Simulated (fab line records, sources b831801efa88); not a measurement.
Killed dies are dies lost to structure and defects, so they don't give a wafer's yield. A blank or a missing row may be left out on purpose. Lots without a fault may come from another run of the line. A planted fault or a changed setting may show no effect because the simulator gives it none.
Which tool did it? | flow sky130 | 14 lots, 42 wafers sampled, at 4 steps of a route of 708

WHAT THE GAUGES READ, wafer by wafer
SKY_FIELD_ISO_CD_MEAS_13: target cd 150 nm.
lot  | measured    | on        | cd_nm (nm)
L940 | day 2 04:50 | cd_sem-02 | 148.8 148.0 149.9
L941 | day 2 09:25 | cd_sem-02 | 149.0 149.5 149.6
L943 | day 2 18:17 | cd_sem-01 | 147.8 149.1 147.8
L945 | day 3 07:23 | cd_sem-01 | 150.2 147.4 149.0
L944 | day 3 07:56 | cd_sem-01 | 149.6 148.7 149.9
L947 | day 3 17:11 | cd_sem-01 | 150.7 149.5 149.9
L948 | day 4 01:39 | cd_sem-02 | 150.8 150.2 151.6
L950 | day 4 13:28 | cd_sem-01 | 151.4 150.3 150.3
L951 | day 4 13:43 | cd_sem-02 | 147.3 148.1 148.0
L952 | day 4 22:23 | cd_sem-01 | 148.5 148.8 147.5
L955 | day 5 09:11 | cd_sem-02 | 150.2 149.1 149.6
L957 | day 5 22:40 | cd_sem-01 | 147.4 148.3 149.7
L962 | day 6 22:43 | cd_sem-01 | 151.6 150.3 150.5
L963 | day 7 04:05 | cd_sem-02 | 147.7 148.3 147.6

SKY_FIELD_ISO_THK_MEAS_23.
lot  | measured    | on            | FIELD_ISO_OXIDATION_01_THK (nm)
L940 | day 2 08:20 | film_metro-04 | 9.91 9.89 9.73
L941 | day 2 20:58 | film_metro-02 | 9.88 9.99 10.04
L943 | day 2 20:59 | film_metro-03 | 9.85 9.66 9.81
L945 | day 3 15:05 | film_metro-02 | 9.91 9.94 9.93
L944 | day 3 15:05 | film_metro-03 | 9.95 9.76 9.95
L947 | day 3 22:09 | film_metro-04 | 9.93 9.83 9.86
L948 | day 4 06:34 | film_metro-04 | 9.77 9.84 9.86
L950 | day 4 17:56 | film_metro-03 | 9.84 9.81 9.80
L951 | day 4 17:56 | film_metro-02 | 9.88 9.85 9.86
L952 | day 5 06:34 | film_metro-03 | 10.36 10.33 10.29
L955 | day 5 17:02 | film_metro-03 | 9.85 9.65 9.70
L957 | day 6 00:53 | film_metro-02 | 9.96 9.98 10.04
L962 | day 7 00:50 | film_metro-02 | 9.89 9.96 9.88
L963 | day 7 07:51 | film_metro-03 | 10.15 10.14 10.17

SKY_SD_N_CD_MEAS_07: target cd 380 nm.
lot  | measured     | on        | cd_nm (nm)
L940 | day 28 08:17 | cd_sem-01 | 379.3 379.7 379.3
L941 | day 29 00:34 | cd_sem-01 | 379.9 376.9 379.3
L943 | day 29 13:14 | cd_sem-01 | 377.5 380.1 379.9
L945 | day 30 03:42 | cd_sem-01 | 380.3 381.4 380.9
L944 | day 30 03:24 | cd_sem-02 | 375.2 376.1 378.2
L947 | day 31 01:05 | cd_sem-02 | 379.1 377.6 376.6
L948 | day 31 12:52 | cd_sem-02 | 377.6 376.3 377.9
L950 | day 32 12:20 | cd_sem-01 | 379.0 380.2 378.9
L951 | day 32 13:52 | cd_sem-01 | 377.1 375.7 380.9
L952 | day 32 22:57 | cd_sem-02 | 381.2 382.4 379.1
L955 | day 33 07:17 | cd_sem-02 | 473.1 381.0 379.2
L957 | day 33 12:16 | cd_sem-01 | 470.9 379.6 380.2
L962 | day 34 21:23 | cd_sem-01 | 382.6 383.7 382.5
L963 | day 35 16:25 | cd_sem-01 | 376.5 381.2 379.9

WHICH TOOL RAN EACH LOT (tool, then ch and the chambers of the sampled wafers, then the start)
lot  | SKY_SD_N_COAT_02
L940 | litho_track-04 ch 0, day 27 17:49
L941 | litho_track-04 ch 0, day 28 10:01
L943 | litho_track-02 ch 0, day 28 23:05
L945 | litho_track-04 ch 0, day 29 13:52
L944 | litho_track-02 ch 0, day 29 13:32
L947 | litho_track-02 ch 0, day 30 11:44
L948 | litho_track-03 ch 0, day 30 22:31
L950 | litho_track-04 ch 0, day 31 22:56
L951 | litho_track-02 ch 0, day 31 23:52
L952 | litho_track-03 ch 0, day 32 08:44
L955 | litho_track-02 ch 0, day 32 17:50
L957 | litho_track-02 ch 0, day 32 23:13
L962 | litho_track-04 ch 0, day 34 08:14
L963 | litho_track-04 ch 0, day 35 03:22
- SKY_SD_N_COAT_02: resist thk 1140 nm.

WHAT THE TOOLS THEMSELVES READ (means of the sampled wafers that have a number; where no wafer has one, the mark that the record gives instead)
SKY_SD_N_COAT_02.
lot  | tool           | dispense_pressure_kPa (kPa) | exhaust_pa (Pa)
L940 | litho_track-04 | 47.1                        | 45.7
L941 | litho_track-04 | 47.1                        | 45.8
L943 | litho_track-02 | 53.2                        | 44.9
L945 | litho_track-04 | 47.1                        | 44.3
L944 | litho_track-02 | 53.2                        | 44.9
L947 | litho_track-02 | 53.2                        | 44.7
L948 | litho_track-03 | 48.7                        | 45.1
L950 | litho_track-04 | 47.2                        | 45.0
L951 | litho_track-02 | 53.2                        | 45.4
L952 | litho_track-03 | 48.7                        | 45.6
L955 | litho_track-02 | 53.1                        | 44.8
L957 | litho_track-02 | 53.2                        | 45.0
L962 | litho_track-04 | 47.1                        | 44.0
L963 | litho_track-04 | 47.2                        | 44.7

THE ANSWER, worked out from the rows above alone
Rule: what is usual is taken from the lots themselves. Put in order of their means at a reading, lots are off if they are a third of the lots or fewer, leave a main group of 4 or more, and stand apart from it by a gap of 3 or more times the standard deviation of the main group's means; of several such gaps the widest counts. A main group whose means are all the same, to the digits that the tables above print for the reading, isn't used. A lot without any number at a reading at which 4 lots or more have one is off too. The other lots that the step has rows for count as sound. The gauges are gone through in route order, then the tools' own readings, and for those a lot's mean is taken as printed above. The first step at which some lot is off is used, and at that step the reading that is off furthest; a lot without a number counts as furthest.
Off: L955, L957, at SKY_SD_N_CD_MEAS_07 (cd_nm). The main group: mean 379.2 nm, standard deviation 1.7.
A tool fits if, at a process step before that reading, it ran every lot that is off, and no sound lot after the first of them. The gauges at SKY_SD_N_CD_MEAS_07 are tried like those tools. One fits: litho_track-02 at SKY_SD_N_COAT_02. Its last sound lot is L951 (day 31 23:52), its first lot that is off L955 (day 32 17:50): a fault that began between those two fits.

WHAT THE SIMULATOR HAD PUT IN
Process parameter drift: litho_track-02, from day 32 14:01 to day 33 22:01, at SKY_SD_N_COAT_02. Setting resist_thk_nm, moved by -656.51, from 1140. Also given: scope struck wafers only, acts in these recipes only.
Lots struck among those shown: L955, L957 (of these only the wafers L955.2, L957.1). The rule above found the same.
